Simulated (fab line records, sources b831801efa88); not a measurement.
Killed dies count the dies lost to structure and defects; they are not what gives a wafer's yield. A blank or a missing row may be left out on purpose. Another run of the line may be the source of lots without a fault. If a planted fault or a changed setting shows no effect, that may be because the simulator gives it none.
Check of tool commonality -- flow gf180mcu -- 13 lots and 39 wafers in the sample

## WHY THIS WAS OPENED
2 of 13 lots carry a flag on the reading VT_IMPLANT_2_TW at GF_VT_IMPLANT_TW_MEAS_21. Wafers without a fault read 1225, standard deviation 15.
Rule: a lot gets a flag if all its wafers with a number sit over 4 standard deviations from that mean, or if no wafer of it has a number. All remaining lots are regarded as sound.

lot,measured,on,"VT_IMPLANT_2_TW, wafer by wafer",flag
L199,day 6 22:01,film metro-02,1214 1208 1213,
L200,day 7 02:29,film metro-02,1217 1217 1212,
L202,day 7 15:25,film metro-02,1214 1212 1214,
L203,day 7 21:58,film metro-04,1213 1218 1212,
L204,day 8 03:52,film metro-02,1217 1225 1212,
L205,day 8 08:52,film metro-02,1217 1227 1219,
L207,day 8 21:37,film metro-03,1240 1248 1241,
L208,day 9 06:22,film metro-03,31 31 31,FLAGGED
L209,day 9 11:09,film metro-02,30 30 30,FLAGGED
L210,day 9 17:34,film metro-04,1204 1213 1211,
L218,day 11 19:19,film metro-03,1253 1250 1246,
L220,day 12 08:07,film metro-02,1221 1221 1226,
L219,day 12 09:13,film metro-04,1220 1217 1222,
On average the flagged lots' numbers are 30, which is -1194 against the usual, or -80 standard deviations.

## WHICH TOOL EACH LOT WENT THROUGH
The record keeps 1 process step preceding the reading, out of 602 steps on the route. Every cell lists first the tool, next ch and the chambers used by the sampled wafers, and last the start.
lot,flag,GF_VT_IMPLANT_DEVELOP_17
L199,,"litho track-02 ch 0, day 6 21:36"
L200,,"litho track-02 ch 0, day 7 02:04"
L202,,"litho track-04 ch 0, day 7 14:59"
L203,,"litho track-02 ch 0, day 7 21:31"
L204,,"litho track-04 ch 0, day 8 03:26"
L205,,"litho track-03 ch 0, day 8 08:26"
L207,,"litho track-04 ch 0, day 8 21:11"
L208,FLAGGED,"litho track-04 ch 0, day 9 05:56"
L209,FLAGGED,"litho track-04 ch 0, day 9 10:45"
L210,,"litho track-03 ch 0, day 9 17:08"
L218,,"litho track-03 ch 0, day 11 18:53"
L220,,"litho track-03 ch 0, day 12 07:41"
L219,,"litho track-02 ch 0, day 12 08:46"
What the steps here do:
- GF_VT_IMPLANT_DEVELOP_17: develop time 60 s.
- GF_VT_IMPLANT_TW_MEAS_21

## FLAGGED OVER TOTAL, TOOL BY TOOL (the gauges that took the reading come last)
step,tool,lots run,flagged,share of the flagged lots,sound lots run after its first flagged lot
GF_VT_IMPLANT_DEVELOP_17,litho track-02,4,0,none,-
GF_VT_IMPLANT_DEVELOP_17,litho track-03,4,0,none,-
GF_VT_IMPLANT_DEVELOP_17,litho track-04,5,2,all,0
GF_VT_IMPLANT_TW_MEAS_21,film metro-02,7,1,some,1 (L220)
GF_VT_IMPLANT_TW_MEAS_21,film metro-03,3,1,some,1 (L218)
GF_VT_IMPLANT_TW_MEAS_21,film metro-04,3,0,none,-

## THE TABLE: WHAT IT ALLOWS
1 row of the table ran every flagged lot: litho track-04 at GF_VT_IMPLANT_DEVELOP_17.
- litho track-04 at GF_VT_IMPLANT_DEVELOP_17 ran 5 lots, 2 of them flagged. It ran its last sound lot, L207, at day 8 21:11 and its first flagged lot, L208, at day 9 05:56: a fault with its onset between the two fits.
litho track-04 at GF_VT_IMPLANT_DEVELOP_17 is the single tool remaining.

## WHAT THE SIMULATOR HAD PUT IN
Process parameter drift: litho track-04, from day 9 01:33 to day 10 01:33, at GF_VT_IMPLANT_DEVELOP_17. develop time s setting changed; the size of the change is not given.
Struck lots among those shown: L208, L209. Same finding as the rule above.
